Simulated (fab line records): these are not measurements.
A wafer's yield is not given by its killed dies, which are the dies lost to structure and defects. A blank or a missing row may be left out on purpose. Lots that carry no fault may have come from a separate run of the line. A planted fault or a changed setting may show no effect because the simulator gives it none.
Which of the tools did it? || flow sky130 || Sampling: 11 lots, 33 wafers, 5 of 708 route steps

## WHAT EACH GAUGE READ, for each wafer
SKY_METAL2_CD_MEAS_15 targets a cd of 140 nm.
{"lot": "L389", "measured": "day 35 20:44", "on": "cd sem-01", "cd nm (nm)": "140.6 140.5 140.4"}
{"lot": "L391", "measured": "day 36 05:44", "on": "cd sem-01", "cd nm (nm)": "143.3 144.9 146.6"}
{"lot": "L392", "measured": "day 36 10:41", "on": "cd sem-01", "cd nm (nm)": "139.2 138.3 138.5"}
{"lot": "L397", "measured": "day 38 03:10", "on": "cd sem-02", "cd nm (nm)": "136.7 137.3 137.9"}
{"lot": "L400", "measured": "day 39 07:15", "on": "cd sem-02", "cd nm (nm)": "139.4 135.9 137.7"}
{"lot": "L401", "measured": "day 39 16:04", "on": "cd sem-02", "cd nm (nm)": "138.1 139.0 138.6"}
{"lot": "L402", "measured": "day 39 22:28", "on": "cd sem-02", "cd nm (nm)": "139.7 139.7 140.9"}
{"lot": "L403", "measured": "day 40 05:56", "on": "cd sem-01", "cd nm (nm)": "143.1 144.6 143.1"}
{"lot": "L405", "measured": "day 40 13:41", "on": "cd sem-01", "cd nm (nm)": "141.5 142.9 141.3"}
{"lot": "L407", "measured": "day 41 06:21", "on": "cd sem-01", "cd nm (nm)": "139.3 139.0 140.0"}
{"lot": "L408", "measured": "day 41 11:58", "on": "cd sem-02", "cd nm (nm)": "142.5 140.8 141.3"}

SKY_VIA2_RS_MEAS_22: measurement is done with a four-point probe.
{"lot": "L389", "measured": "day 37 01:20", "on": "film metro-03", "VIA2_W_RS (ohm/sq)": "0.268 0.278 0.268"}
{"lot": "L391", "measured": "day 37 10:23", "on": "film metro-03", "VIA2_W_RS (ohm/sq)": "0.261 0.261 0.275"}
{"lot": "L392", "measured": "day 37 14:36", "on": "film metro-04", "VIA2_W_RS (ohm/sq)": "0.267 0.270 0.276"}
{"lot": "L397", "measured": "day 39 06:50", "on": "film metro-01", "VIA2_W_RS (ohm/sq)": "0.276 0.274 0.274"}
{"lot": "L400", "measured": "day 40 11:07", "on": "film metro-03", "VIA2_W_RS (ohm/sq)": "0.264 0.263 0.273"}
{"lot": "L401", "measured": "day 40 19:39", "on": "film metro-03", "VIA2_W_RS (ohm/sq)": "0.273 0.271 0.277"}
{"lot": "L402", "measured": "day 41 01:15", "on": "film metro-03", "VIA2_W_RS (ohm/sq)": "0.263 0.269 0.263"}
{"lot": "L403", "measured": "day 41 08:29", "on": "film metro-04", "VIA2_W_RS (ohm/sq)": "0.269 0.274 0.267"}
{"lot": "L405", "measured": "day 41 16:37", "on": "film metro-03", "VIA2_W_RS (ohm/sq)": "0.267 0.274 0.274"}
{"lot": "L407", "measured": "day 42 08:43", "on": "film metro-04", "VIA2_W_RS (ohm/sq)": "0.265 0.273 0.274"}
{"lot": "L408", "measured": "day 42 13:56", "on": "film metro-04", "VIA2_W_RS (ohm/sq)": "0.265 0.276 0.267"}

SKY_CAPM_THK_MEAS_01.
{"lot": "L389", "measured": "day 37 02:05", "on": "film metro-04", "CAPM_CVD_00_THK (nm)": "15.48 15.71 15.72"}
{"lot": "L391", "measured": "day 37 11:02", "on": "film metro-03", "CAPM_CVD_00_THK (nm)": "15.54 15.23 15.45"}
{"lot": "L392", "measured": "day 37 15:14", "on": "film metro-03", "CAPM_CVD_00_THK (nm)": "15.25 15.39 15.38"}
{"lot": "L397", "measured": "day 39 08:00", "on": "film metro-04", "CAPM_CVD_00_THK (nm)": "15.22 15.31 15.50"}
{"lot": "L400", "measured": "day 40 11:44", "on": "film metro-03", "CAPM_CVD_00_THK (nm)": "15.57 15.69 15.56"}
{"lot": "L401", "measured": "day 40 20:47", "on": "film metro-04", "CAPM_CVD_00_THK (nm)": "15.43 15.95 15.66"}
{"lot": "L402", "measured": "day 41 01:55", "on": "film metro-02", "CAPM_CVD_00_THK (nm)": "15.49 15.43 15.77"}
{"lot": "L403", "measured": "day 41 09:08", "on": "film metro-04", "CAPM_CVD_00_THK (nm)": "15.10 15.18 15.07"}
{"lot": "L405", "measured": "day 41 17:16", "on": "film metro-02", "CAPM_CVD_00_THK (nm)": "15.24 15.24 15.33"}
{"lot": "L407", "measured": "day 42 09:21", "on": "film metro-03", "CAPM_CVD_00_THK (nm)": "15.57 15.49 15.49"}
{"lot": "L408", "measured": "day 42 14:35", "on": "film metro-02", "CAPM_CVD_00_THK (nm)": "15.37 15.82 15.76"}

## WHICH TOOL RAN EACH LOT (tool, then ch and the chambers of the sampled wafers, then the start)
{"lot": "L389", "SKY_VIA2_ETCH_15": "rie diel-04 ch 0,3, day 37 00:26", "SKY_VIA2_STRIP_16": "plasma asher-01 ch 0,1, day 37 00:32"}
{"lot": "L391", "SKY_VIA2_ETCH_15": "rie diel-04 ch 0,1,2, day 37 09:31", "SKY_VIA2_STRIP_16": "plasma asher-04 ch 0,1, day 37 09:35"}
{"lot": "L392", "SKY_VIA2_ETCH_15": "rie diel-01 ch 0,1,2, day 37 13:38", "SKY_VIA2_STRIP_16": "plasma asher-04 ch 0,1, day 37 13:42"}
{"lot": "L397", "SKY_VIA2_ETCH_15": "rie diel-01 ch 0,1, day 39 05:59", "SKY_VIA2_STRIP_16": "plasma asher-03 ch 0,1, day 39 06:03"}
{"lot": "L400", "SKY_VIA2_ETCH_15": "rie diel-04 ch 0,1,3, day 40 10:13", "SKY_VIA2_STRIP_16": "plasma asher-01 ch 0,1, day 40 10:19"}
{"lot": "L401", "SKY_VIA2_ETCH_15": "rie diel-04 ch 0,2,3, day 40 18:40", "SKY_VIA2_STRIP_16": "plasma asher-01 ch 0,1, day 40 18:43"}
{"lot": "L402", "SKY_VIA2_ETCH_15": "rie diel-01 ch 0,1, day 41 00:25", "SKY_VIA2_STRIP_16": "plasma asher-04 ch 0,1, day 41 00:28"}
{"lot": "L403", "SKY_VIA2_ETCH_15": "rie diel-02 ch 1,2,3, day 41 07:37", "SKY_VIA2_STRIP_16": "plasma asher-01 ch 0,1, day 41 07:41"}
{"lot": "L405", "SKY_VIA2_ETCH_15": "rie diel-02 ch 2,3, day 41 15:46", "SKY_VIA2_STRIP_16": "plasma asher-04 ch 0,1, day 41 15:49"}
{"lot": "L407", "SKY_VIA2_ETCH_15": "rie diel-01 ch 0,1,3, day 42 07:49", "SKY_VIA2_STRIP_16": "plasma asher-04 ch 0,1, day 42 07:55"}
{"lot": "L408", "SKY_VIA2_ETCH_15": "rie diel-02 ch 0,3, day 42 13:05", "SKY_VIA2_STRIP_16": "plasma asher-04 ch 0,1, day 42 13:10"}
- SKY_VIA2_ETCH_15: etches SiO2 in C4F8/O2/Ar, stops on TiN, target depth 546 nm, time 84 s.
- SKY_VIA2_STRIP_16: strips in O2/N2.

## AS READ BY THE TOOLS THEMSELVES (means over the sampled wafers that have a number; for cases with no such wafer, the mark the record gives instead)
SKY_VIA2_ETCH_15.
{"lot": "L389", "tool": "rie diel-04", "oes product au (a.u.)": 0.942, "rf fwd power W (W)": 1486}
{"lot": "L391", "tool": "rie diel-04", "oes product au (a.u.)": 0.940, "rf fwd power W (W)": 1490}
{"lot": "L392", "tool": "rie diel-01", "oes product au (a.u.)": 0.936, "rf fwd power W (W)": 1492}
{"lot": "L397", "tool": "rie diel-01", "oes product au (a.u.)": 0.940, "rf fwd power W (W)": 1493}
{"lot": "L400", "tool": "rie diel-04", "oes product au (a.u.)": 0.938, "rf fwd power W (W)": 1252}
{"lot": "L401", "tool": "rie diel-04", "oes product au (a.u.)": 0.936, "rf fwd power W (W)": 1244}
{"lot": "L402", "tool": "rie diel-01", "oes product au (a.u.)": 0.944, "rf fwd power W (W)": 1490}
{"lot": "L403", "tool": "rie diel-02", "oes product au (a.u.)": 0.940, "rf fwd power W (W)": 1489}
{"lot": "L405", "tool": "rie diel-02", "oes product au (a.u.)": 0.940, "rf fwd power W (W)": 1484}
{"lot": "L407", "tool": "rie diel-01", "oes product au (a.u.)": 0.943, "rf fwd power W (W)": 1495}
{"lot": "L408", "tool": "rie diel-02", "oes product au (a.u.)": 0.942, "rf fwd power W (W)": 1490}

SKY_VIA2_STRIP_16.
{"lot": "L389", "tool": "plasma asher-01", "drypump motor current A (A)": 5.81, "oes product au (a.u.)": 0.395, "strip time to endpoint s (s)": 4.038}
{"lot": "L391", "tool": "plasma asher-04", "drypump motor current A (A)": 6.47, "oes product au (a.u.)": 0.400, "strip time to endpoint s (s)": 4.055}
{"lot": "L392", "tool": "plasma asher-04", "drypump motor current A (A)": 6.42, "oes product au (a.u.)": 0.400, "strip time to endpoint s (s)": 4.043}
{"lot": "L397", "tool": "plasma asher-03", "drypump motor current A (A)": 6.13, "oes product au (a.u.)": 0.403, "strip time to endpoint s (s)": 4.036}
{"lot": "L400", "tool": "plasma asher-01", "drypump motor current A (A)": 5.78, "oes product au (a.u.)": 0.402, "strip time to endpoint s (s)": 4.119}
{"lot": "L401", "tool": "plasma asher-01", "drypump motor current A (A)": 5.77, "oes product au (a.u.)": 0.399, "strip time to endpoint s (s)": 4.139}
{"lot": "L402", "tool": "plasma asher-04", "drypump motor current A (A)": 6.44, "oes product au (a.u.)": 0.399, "strip time to endpoint s (s)": 4.045}
{"lot": "L403", "tool": "plasma asher-01", "drypump motor current A (A)": 5.82, "oes product au (a.u.)": 0.401, "strip time to endpoint s (s)": 4.051}
{"lot": "L405", "tool": "plasma asher-04", "drypump motor current A (A)": 6.46, "oes product au (a.u.)": 0.398, "strip time to endpoint s (s)": 4.043}
{"lot": "L407", "tool": "plasma asher-04", "drypump motor current A (A)": 6.41, "oes product au (a.u.)": 0.396, "strip time to endpoint s (s)": 4.031}
{"lot": "L408", "tool": "plasma asher-04", "drypump motor current A (A)": 6.42, "oes product au (a.u.)": 0.399, "strip time to endpoint s (s)": 4.075}

## THE ANSWER, worked out from the rows above alone
Rule: usual is defined by the lots themselves. The widest of any qualifying gaps counts: lots, ordered by their means at a reading, are off when they make up no more than a third of the lots, leave a main group of 4 or more, and stand apart from it by 3 or more times the standard deviation of that group's means. If all means in a main group match to the digits the tables above print for the reading, that group is not used. Also off: a lot with no number at a reading for which 4 or more lots have one. All remaining lots with rows at the step are treated as sound. The gauges are gone through in route order, then the tools' own readings, and for those a lot's mean is taken as printed above. The first step at which some lot is off is used, and at that step the reading that is off furthest; a lot without a number counts as furthest.
Off at SKY_VIA2_ETCH_15 (rf fwd power W): L400, L401. Main group: mean 1490 W, sd 3.2.
If a tool, at that step or one of the process steps before it, ran each lot that is off and ran no sound lot following the first of them, it fits. One candidate fits, namely rie diel-04 at SKY_VIA2_ETCH_15. A fault onset in the window from L391 (day 37 09:31, its last sound lot) to L400 (day 40 10:13, its first lot off) fits.
On the lots that are off, the tool's own readings at SKY_VIA2_ETCH_15 differ by more than 5 times the standard deviation of the sound lots' means, which bears it out; rf fwd power W reads 1248 W there versus 1490 W on the sound lots.

## WHAT THE SIMULATOR PUT IN
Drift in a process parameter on rie diel-04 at SKY_VIA2_ETCH_15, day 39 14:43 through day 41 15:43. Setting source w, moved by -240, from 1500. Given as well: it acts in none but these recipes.
Struck lots among those shown: L400, L401. The rule above reached the same finding.
